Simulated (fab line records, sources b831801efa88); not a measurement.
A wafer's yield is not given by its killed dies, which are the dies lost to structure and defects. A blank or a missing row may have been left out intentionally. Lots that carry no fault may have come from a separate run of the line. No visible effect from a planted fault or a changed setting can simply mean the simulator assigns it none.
What tool caused it? / flow gf180mcu / Sampling: 12 lots, 36 wafers, 3 of 602 route steps

## WHAT THE GAUGES READ, wafer by wafer
GF_MVSD_TW_MEAS_11. Usual: MVSD_TW gives 1565 (standard deviation 21).
lot=L880; measured=day 4 17:20; on=film metro-02; MVSD_TW=1545 1545 1535; flag=
lot=L881; measured=day 5 00:17; on=film metro-01; MVSD_TW=1578 1584 1579; flag=
lot=L882; measured=day 5 01:36; on=film metro-01; MVSD_TW=1942 1938 1930; flag=OFF
lot=L883; measured=day 5 05:23; on=film metro-02; MVSD_TW=1904 1899 1909; flag=OFF
lot=L884; measured=day 5 12:28; on=film metro-01; MVSD_TW=1575 1576 1575; flag=
lot=L889; measured=day 6 20:41; on=film metro-02; MVSD_TW=1547 1550 1547; flag=
lot=L894; measured=day 7 16:40; on=film metro-01; MVSD_TW=1591 1586 1584; flag=
lot=L895; measured=day 8 05:10; on=film metro-02; MVSD_TW=1539 1551 1539; flag=
lot=L897; measured=day 8 14:05; on=film metro-02; MVSD_TW=1536 1540 1546; flag=
lot=L898; measured=day 8 17:05; on=film metro-03; MVSD_TW=1572 1571 1575; flag=
lot=L901; measured=day 9 22:46; on=film metro-02; MVSD_TW=1545 1545 1542; flag=
lot=L903; measured=day 10 03:56; on=film metro-01; MVSD_TW=1590 1591 1597; flag=

GF_VT_IMPLANT_RS_MEAS_46: a four-point-probe measurement. Usual: MVSD_RS gives 456.6 ohm/sq (standard deviation 1.1).
lot=L880; measured=day 7 20:36; on=film metro-03; MVSD_RS (ohm/sq)=456.1 456.4 457.0; flag=
lot=L881; measured=day 8 03:59; on=film metro-02; MVSD_RS (ohm/sq)=456.6 456.1 457.6; flag=
lot=L882; measured=day 8 04:55; on=film metro-03; MVSD_RS (ohm/sq)=334.2 335.0 334.7; flag=OFF
lot=L883; measured=day 8 07:31; on=film metro-02; MVSD_RS (ohm/sq)=335.7 335.8 334.9; flag=OFF
lot=L884; measured=day 8 14:44; on=film metro-01; MVSD_RS (ohm/sq)=458.8 457.3 459.3; flag=
lot=L889; measured=day 10 06:13; on=film metro-02; MVSD_RS (ohm/sq)=456.4 457.0 457.6; flag=
lot=L894; measured=day 11 08:30; on=film metro-01; MVSD_RS (ohm/sq)=456.5 456.6 457.8; flag=
lot=L895; measured=day 11 22:56; on=film metro-01; MVSD_RS (ohm/sq)=457.0 457.8 457.4; flag=
lot=L897; measured=day 12 09:04; on=film metro-03; MVSD_RS (ohm/sq)=457.5 456.6 457.1; flag=
lot=L898; measured=day 12 11:35; on=film metro-01; MVSD_RS (ohm/sq)=457.9 457.9 457.7; flag=
lot=L901; measured=day 13 20:55; on=film metro-03; MVSD_RS (ohm/sq)=457.3 456.9 456.5; flag=
lot=L903; measured=day 14 02:41; on=film metro-03; MVSD_RS (ohm/sq)=455.4 453.9 455.2; flag=

## EACH LOT AND THE TOOL THAT RAN IT (in order: tool; ch and the chambers of the sampled wafers; start)
lot=L880; GF_MVSD_IMPLANT_08=implanter-01 ch 0, day 4 16:58
lot=L881; GF_MVSD_IMPLANT_08=implanter-03 ch 0, day 4 23:54
lot=L882; GF_MVSD_IMPLANT_08=implanter-03 ch 0, day 5 00:53
lot=L883; GF_MVSD_IMPLANT_08=implanter-03 ch 0, day 5 04:40
lot=L884; GF_MVSD_IMPLANT_08=implanter-01 ch 0, day 5 12:04
lot=L889; GF_MVSD_IMPLANT_08=implanter-01 ch 0, day 6 20:19
lot=L894; GF_MVSD_IMPLANT_08=implanter-01 ch 0, day 7 16:18
lot=L895; GF_MVSD_IMPLANT_08=implanter-01 ch 0, day 8 04:46
lot=L897; GF_MVSD_IMPLANT_08=implanter-02 ch 0, day 8 13:43
lot=L898; GF_MVSD_IMPLANT_08=implanter-01 ch 0, day 8 16:41
lot=L901; GF_MVSD_IMPLANT_08=implanter-01 ch 0, day 9 22:22
lot=L903; GF_MVSD_IMPLANT_08=implanter-03 ch 0, day 10 03:32
- GF_MVSD_IMPLANT_08

## AS READ BY THE TOOLS THEMSELVES (means over the sampled wafers that have a number; for cases with no such wafer, the mark the record gives instead)
GF_MVSD_IMPLANT_08. Usual: beam on s at 10.01 s, with a standard deviation of 0.23.
lot=L880; tool=implanter-01; beam on s (s)=10.03; flag=
lot=L881; tool=implanter-03; beam on s (s)=9.97; flag=
lot=L882; tool=implanter-03; beam on s (s)=10.02; flag=
lot=L883; tool=implanter-03; beam on s (s)=9.95; flag=
lot=L884; tool=implanter-01; beam on s (s)=10.10; flag=
lot=L889; tool=implanter-01; beam on s (s)=10.04; flag=
lot=L894; tool=implanter-01; beam on s (s)=10.06; flag=
lot=L895; tool=implanter-01; beam on s (s)=10.12; flag=
lot=L897; tool=implanter-02; beam on s (s)=10.01; flag=
lot=L898; tool=implanter-01; beam on s (s)=10.01; flag=
lot=L901; tool=implanter-01; beam on s (s)=10.08; flag=
lot=L903; tool=implanter-03; beam on s (s)=9.74; flag=

## THE ANSWER, worked out from the rows above alone
Rule: a lot is off if the mean of its wafers that have a number lies more than 3 standard deviations from the usual mean. Also off: a lot with no number at a reading for which 4 or more lots have one. Any other lot the step has rows for is counted as sound. Order of review: gauges by route order, followed by the tools' own readings, for which a lot's mean as printed above is used. At the first step where some lot is off, the reading lying furthest off is the one used; lots without a number count as furthest.
Off: L882, L883, at GF_MVSD_TW_MEAS_11 (MVSD_TW).
A tool fits if, at a process step before that reading, it ran every lot that is off, and no sound lot after the first of them. Those tools and the gauges at GF_MVSD_TW_MEAS_11 are tried in the same way. Not one of the candidates tried fits.

## WHAT THE SIMULATOR HAD PUT IN
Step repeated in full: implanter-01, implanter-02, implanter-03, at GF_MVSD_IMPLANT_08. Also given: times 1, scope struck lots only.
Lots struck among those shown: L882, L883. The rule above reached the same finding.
